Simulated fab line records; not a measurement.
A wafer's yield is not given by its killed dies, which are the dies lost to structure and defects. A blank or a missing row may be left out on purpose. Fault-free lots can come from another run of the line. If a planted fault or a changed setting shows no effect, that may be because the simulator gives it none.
fab line records ; flow sky130
record: lots: 6; wafers: 18; lastDay: 50
route steps=708 shown POLY_GATE@205 RES_PROTECT@206 PAD_OPEN@708
lots with no fault: from the same line, run without faults
startH: hours from the record's opening day to when the first of the lot's shown wafers began ; waitH: time in hours since the lot's previous step ; " the same as in the row above ; L1.1+2: several wafers, shown together as one row ; - no value present, or no start provided ; * or withheld: withheld ; < > ~ a bound
route shown NAME@n: a module of which the file shows steps, and the number in the route of the first ; usual: mean/standard deviation taken from wafers without a fault ; same: alike in all rows ; chamber/n: place in a boat ; sites: each site's reading ; _std_site: how widely they spread, as a standard deviation ; _edge_site: the outer-site mean with the inner-site mean subtracted ; radiusMm: how far each site lies from the wafer's centre ; mask NAME#n: copy n ; behind: the tool/chamber that last shaped the wafer ; hold: why the lot was held/for how many hours/how that ended ; device: the transistor (n, p or np) that didn't switch ; end of line: the route-end tests of the same wafers ; where a step has no rows: the recipe by itself ; killed: at the first sort, the dies lost to defects and structure; wafer yield is something else ; map: the dies of a wafer, with x for killed, . for not killed, _ for no die there
set.NAME: setting as actually run; set.NAME@STEP: the setting as run at that earlier step ; model.NAME: the simulator's own value behind a step, which no gauge read
certain route steps with their lots: each step a table, each wafer a row
services: from which hour (startH, from the record's first day; less than 0 if before it) a tool's chamber was out of use, for how many hours, and why
== steps ==
step: SKY_POLY_GATE_THK_MEAS_01
recipe: reads: poly-Si_of_POLY_GATE_CVD_00
usual: POLY_GATE_CVD_00_THK: 180.1/1.9
lot.wafer;tool;chamber;startH;waitH;POLY_GATE_CVD_00_THK[nm]
L986.3;filmMetro-03;-;326.48;0.0;179.7
L986.5;filmMetro-03;-;326.48;0.0;179.5
L986.6;filmMetro-03;-;326.48;0.0;179.6
L988.3;filmMetro-04;-;345.56;0.0;182.0
L988.4;filmMetro-04;-;345.56;0.0;180.1
L988.5;filmMetro-04;-;345.56;0.0;181.3
L994.1;filmMetro-04;-;397.40;0.0;181.1
L994.5;filmMetro-04;-;397.40;0.0;181.0
L994.6;filmMetro-04;-;397.40;0.0;179.9
L995.3;filmMetro-04;-;404.61;0.0;181.8
L995.5;filmMetro-04;-;404.61;0.0;181.4
L995.6;filmMetro-04;-;404.61;0.0;180.7
L101.1;filmMetro-02;-;458.26;0.0;183.0
L101.2;filmMetro-02;-;458.26;0.0;181.8
L101.3;filmMetro-02;-;458.26;0.0;181.0
L107.1;filmMetro-02;-;505.54;0.0;182.2
L107.4;filmMetro-02;-;505.54;0.0;182.2
L107.5;filmMetro-02;-;505.54;0.0;182.4
step: SKY_RES_PROTECT_DEHYDRATE_00
recipe: tempC: 200; timeS: 60
step: SKY_RES_PROTECT_HMDS_01
recipe: primeTimeS: 60; primeTempC: 120
step: SKY_RES_PROTECT_COAT_02
recipe: resist: NOVOLAK; spinRpm: 3000; resistThkNm: 1140
step: SKY_RES_PROTECT_SOFTBAKE_03
recipe: tempC: 90; timeS: 60; resist: NOVOLAK
step: SKY_RES_PROTECT_EXPOSE_04
recipe: maskId: RPM; na: 0.6; sourceShape: conventional; sigmaOuter: 0.6; polarization: unpolarized; targetCdNm: 1270; doseMj: 131
step: SKY_RES_PROTECT_PEB_05
recipe: tempC: withheld; timeS: *; resist: NOVOLAK
step: SKY_RES_PROTECT_DEVELOP_06
recipe: resist: NOVOLAK; developer: TMAH; developTimeS: 60; devTempC: 23
step: SKY_POLY_GATE_IMPLANT_02
recipe: species: P; energyKev: 30; doseCm2: 7.7e+15; tiltDeg: 0
step: SKY_RES_PROTECT_STRIP_07
recipe: chemistry: O2/N2; powerW: 1400; pressureMtorr: 1500; platenTempC: withheld; o2FlowSccm: 3000; n2FlowSccm: 300; overashFraction: 0.5
usual: drypumpMotorCurrentA: 5.7/0.39; oesProductAu: 0.517/0.0045; stripTimeToEndpointS: 23.27/0.042
same: overashFraction: 0.5
lot.wafer;tool;chamber;startH;waitH;drypumpMotorCurrentA;oesProductAu;rfHoursCounterH;stripTimeToEndpointS
L986.3;plasmaAsher-03;1;353.60;0.1;5.6;0.513;-;23.28
L986.5;plasmaAsher-03;0;353.60;0.1;6.0;0.521;-;23.30
L986.6;plasmaAsher-03;1;353.60;0.1;5.6;0.515;-;23.34
L988.3;plasmaAsher-03;1;373.70;0.1;5.7;0.515;-;23.21
L988.4;plasmaAsher-03;0;373.70;0.1;6.0;0.511;-;23.22
L988.5;plasmaAsher-03;1;373.70;0.1;5.7;0.521;-;23.25
L994.1;plasmaAsher-02;1;426.33;0.1;5.6;0.508;59;23.29
L994.5;plasmaAsher-02;1;426.33;0.1;5.6;0.518;-;23.31
L994.6;plasmaAsher-02;0;426.33;0.1;6.0;0.517;-;23.29
L995.3;plasmaAsher-02;0;434.24;0.1;6.0;0.518;-;23.27
L995.5;plasmaAsher-02;1;434.24;0.1;5.6;0.518;-;23.24
L995.6;plasmaAsher-02;0;434.24;0.1;6.0;0.518;-;23.28
L101.1;plasmaAsher-02;1;488.26;0.1;5.6;0.514;65;23.23
L101.2;plasmaAsher-02;0;488.26;0.1;6.0;0.517;65;23.21
L101.3;plasmaAsher-02;1;488.26;0.1;5.6;0.525;-;23.28
L107.1;plasmaAsher-03;1;536.56;0.1;5.6;0.524;11;23.31
L107.4;plasmaAsher-03;1;536.56;0.1;5.7;0.512;-;23.33
L107.5;plasmaAsher-03;1;536.56;0.1;5.6;0.510;-;23.24
step: SKY_RES_PROTECT_TW_MEAS_08
usual: POLY_GATE_TW: 4045/22
lot.wafer;tool;chamber;startH;waitH;POLY_GATE_TW
L986.3;filmMetro-02;-;353.69;0.1;4082
L986.5;filmMetro-02;-;353.69;0.1;4080
L986.6;filmMetro-02;-;353.69;0.1;4062
L988.3;filmMetro-01;-;373.79;0.1;4057
L988.4;filmMetro-01;-;373.79;0.1;4067
L988.5;filmMetro-01;-;373.79;0.1;4083
L994.1;filmMetro-02;-;426.43;0.1;4023
L994.5;filmMetro-02;-;426.43;0.1;4026
L994.6;filmMetro-02;-;426.43;0.1;4016
L995.3;filmMetro-01;-;434.33;0.1;4078
L995.5;filmMetro-01;-;434.33;0.1;4105
L995.6;filmMetro-01;-;434.33;0.1;4080
L101.1;filmMetro-03;-;488.36;0.1;4016
L101.2;filmMetro-03;-;488.36;0.1;4015
L101.3;filmMetro-03;-;488.36;0.1;4013
L107.1;filmMetro-02;-;536.66;0.1;4052
L107.4;filmMetro-02;-;536.66;0.1;4029
L107.5;filmMetro-02;-;536.66;0.1;4044
step: SKY_RES_PROTECT_CLEAN_09
recipe: chemistry: SC1/SC2; mix: 1:4:20; tempC: 70; timeS: 150; dry: n2Spin
step: SKY_POLY_GATE_CVD_03
recipe: material: Si3N4; precursor: DCS/NH3; targetThkNm: 75; tempC: 770; timeS: 1290; pressureMtorr: 250
usual: pressureMtorr: 250.0/0.49; spikeTcBottomC: 786.0/2.2; spikeTcLowerC: 770.4/1.3
lot.wafer;tool;chamber;startH;waitH;pressureMtorr;spikeTcBottomC;spikeTcLowerC
L986.3;lpcvd-02;1;357.08;3.3;250.1;786.8;771.2
L986.5;lpcvd-02;1;357.08;3.3;250.1;787.9;771.7
L986.6;lpcvd-02;1;357.08;3.3;250.1;787.0;772.4
L988.3;lpcvd-02;1;374.31;0.4;249.9;787.1;771.4
L988.4;lpcvd-02;1;374.31;0.4;250.0;786.6;771.1
L988.5;lpcvd-02;1;374.31;0.4;249.8;787.9;770.9
L994.1;lpcvd-02;0;426.72;0.2;-;-;-
L994.5;lpcvd-02;0;426.72;0.2;-;-;-
L994.6;lpcvd-02;0;426.72;0.2;-;-;-
L995.3;lpcvd-02;0;434.42;0.0;-;-;-
L995.5;lpcvd-02;0;434.42;0.0;-;-;-
L995.6;lpcvd-02;0;434.42;0.0;-;-;-
L101.1;lpcvd-02;1;488.47;0.0;251.1;788.5;771.7
L101.2;lpcvd-02;1;488.47;0.0;250.7;786.6;769.5
L101.3;lpcvd-02;1;488.47;0.0;250.6;788.3;770.3
L107.1;lpcvd-02;1;538.85;2.1;249.7;786.6;770.5
L107.4;lpcvd-02;1;538.85;2.1;249.3;788.3;771.2
L107.5;lpcvd-02;1;538.85;2.1;250.0;788.9;771.8
step: SKY_PAD_OPEN_PROBE_99
usual: defectLimitedYield: 82.6/1.8; killed_at_M0_to_M3: 43/6.4; killed_at_M4_up: 2.8/1.7; killedAtContacts: 24/5.5; killedAtFrontEnd: 15/4; killedAtOther: 0.3/0.54; killedDies: 86/9.1; killedOpen: 47/6.6; killedShort: 39/6.2; sort_bin_3_pad_short: 0.9/0.45; sort_bin_5_function: 10.4/1.4; sort_bin_6_memory: 6.2/1.1; sortNPass: 406/9.1; sortYieldPct: 82.6/1.8
same: grossDies: 492; killedAtBackSide: 0; sort_bin_4_leakage[%]: 0; sort_bin_8_speed[%]: 0
lot.wafer;tool;chamber;startH;waitH;defectLimitedYield[%];killed_at_M0_to_M3;killed_at_M4_up;killedAtContacts;killedAtFrontEnd;killedAtOther;killedDies;killedOpen;killedShort;sort_bin_3_pad_short[%];sort_bin_5_function[%];sort_bin_6_memory[%];sortNPass;sortYieldPct[%]
L101.1;prober-01;-;1169.85;0.1;81.3;42;2;28;20;0;92;46;46;1.2;10.8;6.7;400;81.3
L101.2;prober-01;-;1169.90;0.1;81.7;38;3;32;16;1;90;51;39;1.6;9.8;6.9;402;81.7
L101.3;prober-01;-;1169.95;0.2;83.7;44;3;18;15;0;80;41;39;0.8;11.2;4.3;412;83.7
killed by level:class
L101.1 LI_CONTACT:geometricParticle:open=11 METAL2:geometricParticle:short=10 VIA1:geometricParticle:open=8 FIELD_ISO:geometricParticle:open=6 METAL1:geometricParticle:short=6 CONTACT:geometricParticle:open=6 CONTACT:geometricParticle:short=5 METAL2:geometricParticle:open=5
L101.2 CONTACT:geometricParticle:open=10 VIA1:geometricParticle:open=10 METAL2:geometricParticle:short=9 VIA2:geometricParticle:open=9 POLY_GATE:geometricParticle:short=6 LI_CONTACT:geometricParticle:open=6 LOCAL_INTERCONNECT:geometricParticle:short=6 FIELD_ISO:geometricParticle:open=5
L101.3 VIA1:geometricParticle:open=11 LI_CONTACT:geometricParticle:open=7 VIA1:geometricParticle:short=5 VIA3:geometricParticle:open=5 VIA2:geometricParticle:open=4 CONTACT:geometricParticle:open=4 METAL2:geometricParticle:short=4 METAL3:geometricParticle:short=4
== services ==
tool;chamber;startH;hours;kind
plasmaAsher-03;-;357.16;0.6;repair
lpcvd-02;-;378.59;0.7;repair
plasmaAsher-02;-;419.14;0.8;repair
plasmaAsher-03;-;421.25;9.0;pm
plasmaAsher-03;0;421.25;9.0;ventCycle
plasmaAsher-03;1;421.25;9.0;ventCycle
plasmaAsher-03;0;430.25;-;clean
plasmaAsher-03;1;430.25;-;clean
lpcvd-02;-;471.61;2.8;pm
lpcvd-02;-;535.01;2.8;repair
== key ==
firstSign: step: SKY_POLY_GATE_CVD_03; reading: toolRecord; direction: missing
effect none on later readings
metAt SKY_POLY_GATE_CVD_03
struckWafers L994.1,L994.5,L994.6,L995.3,L995.5,L995.6
scrappedBehind SKY_POLY_GATE_THK_MEAS_04 L994.1,L994.5,L994.6,L995.3,L995.5,L995.6
onsetBetween 374.31 426.72
fault: kind: skippedStepWhole; tool: lpcvd-02; chamber: -; onsetH: 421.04; steps: SKY_POLY_GATE_CVD_03; scope: struckLotsOnly
